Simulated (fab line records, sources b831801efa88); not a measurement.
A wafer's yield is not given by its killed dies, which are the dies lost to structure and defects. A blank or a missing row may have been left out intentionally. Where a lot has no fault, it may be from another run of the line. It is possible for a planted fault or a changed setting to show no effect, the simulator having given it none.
Struck lot and sound lot, side by side / flow sky130 / 26 out of 708 route steps
Sound: the wafers L735.2, L735.3, L735.5. Wafers L750.1, L750.5, L750.6 were the ones struck. The cause is named last.
Order at every step that has rows: each side's tool, ch and its chambers, its first start. Under that, the readings that differ: sound wafers / struck wafers / difference of the means / sigmas: that difference in standard deviations of wafers without a fault.
alike: readings with means less than 2 such deviations apart, plus words and numbers identical on both sides. not compared: withheld readings, readings lacking a value on some wafer, bounds such as >300 that could conceal the same value, and numbers that have no deviation in the record and whose values overlap.
The two part at a step that has a row with sigmas, a row that says differs or no value, or rows on one side only. When numbers do not overlap yet have no deviation, they are printed without sigmas and do not part them. A reading missing from all wafers of one side parts the sides only when that side holds two or more wafers.

SKY_PWDE_TW_MEAS_10:
  sound: film_metro-02 at day 4 06:17; struck: film_metro-03 at day 7 18:49
  alike: PWDE_TW
then, 7 steps without rows for these wafers: SKY_NWELL_DEHYDRATE_03 (time 60 s); SKY_NWELL_HMDS_04 (prime time 60 s); SKY_NWELL_COAT_05 (resist thk 3000 nm); SKY_NWELL_SOFTBAKE_06; SKY_NWELL_EXPOSE_07 (exposes mask NWM, target cd 840 nm); SKY_NWELL_PEB_08; SKY_NWELL_DEVELOP_09 (develop time 60 s).
SKY_NWELL_OVL_MEAS_10:
  sound: overlay-02 at day 5 00:12; struck: overlay-01 at day 8 16:35
  alike: NWELL_00_OVL
then, 3 steps without rows for these wafers: SKY_NWELL_IMPLANT_11; SKY_NWELL_IMPLANT_12; SKY_NWELL_IMPLANT_13.
SKY_NWELL_STRIP_14: strips in O2/N2.
  sound on plasma_asher-01 ch 0,1, day 5 00:41; struck on plasma_asher-03 ch 0,1, day 8 17:05
  no value came back on the struck wafers for chamber_pressure_mTorr (mTorr), drypump_motor_current_A (A), oes_product_au (a.u.), strip_time_to_endpoint_s (s); on the sound wafers chamber_pressure_mTorr (mTorr) reads 1499.4 1501.1 1498.9
reading=model.coat_of_NWELL_COAT_05.thk_nm (nm); sound=0 0 0; struck=2991 2988 2987; difference=+2989; sigmas=
  not compared: rf_hours_counter_h
SKY_NWELL_TW_MEAS_15:
  sound: film_metro-02 at day 5 00:47; struck: film_metro-03 at day 8 17:11
  alike: NWELL_TW
then, 7 steps without rows for these wafers: SKY_NWELL_DEHYDRATE_16 (time 60 s); SKY_NWELL_HMDS_17 (prime time 60 s); SKY_NWELL_COAT_18 (resist thk 3000 nm); SKY_NWELL_SOFTBAKE_19; SKY_NWELL_EXPOSE_20 (exposes mask NWM COMPLEMENT, target cd 840 nm); SKY_NWELL_PEB_21; SKY_NWELL_DEVELOP_22 (develop time 60 s).
SKY_NWELL_OVL_MEAS_23:
  sound: overlay-02 at day 5 18:44; struck: overlay-01 at day 9 14:23
  alike: NWELL_01_OVL
following that, these wafers have no rows for 1 step: SKY_NWELL_IMPLANT_24.
SKY_NWELL_STRIP_25: strips in O2/N2.
  sound on plasma_asher-03 ch 0,1, day 5 18:55; struck on plasma_asher-03 ch 0,1, day 9 14:34
reading=oes_product_au (a.u.); sound=0.723 0.717 0.720; struck=0.741 0.740 0.738; difference=+0.020; sigmas=+4
reading=strip_time_to_endpoint_s (s); sound=36.97 37.08 36.96; struck=81.23 81.04 80.90; difference=+44.05; sigmas=+99 or more
  alike: chamber_pressure_mTorr, drypump_motor_current_A
  not compared: rf_hours_counter_h
SKY_NWELL_TW_MEAS_26:
  sound: film_metro-02 at day 5 19:01; struck: film_metro-01 at day 9 14:40
reading=NWELL_2_TW; sound=503 504 501; struck=30 30 30; difference=-473; sigmas=-99 or more
then, 1 step without rows for these wafers: SKY_NWELL_CLEAN_27 (cleans in SC1/SC2, time 150 s).

## WHERE THEY PART
Earliest at SKY_NWELL_STRIP_14; latest, in this record, at SKY_NWELL_TW_MEAS_26.

WHY: the cause the simulator had injected
At SKY_NWELL_STRIP_14, the step was skipped entirely on plasma_asher-03 from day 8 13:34 on. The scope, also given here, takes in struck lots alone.
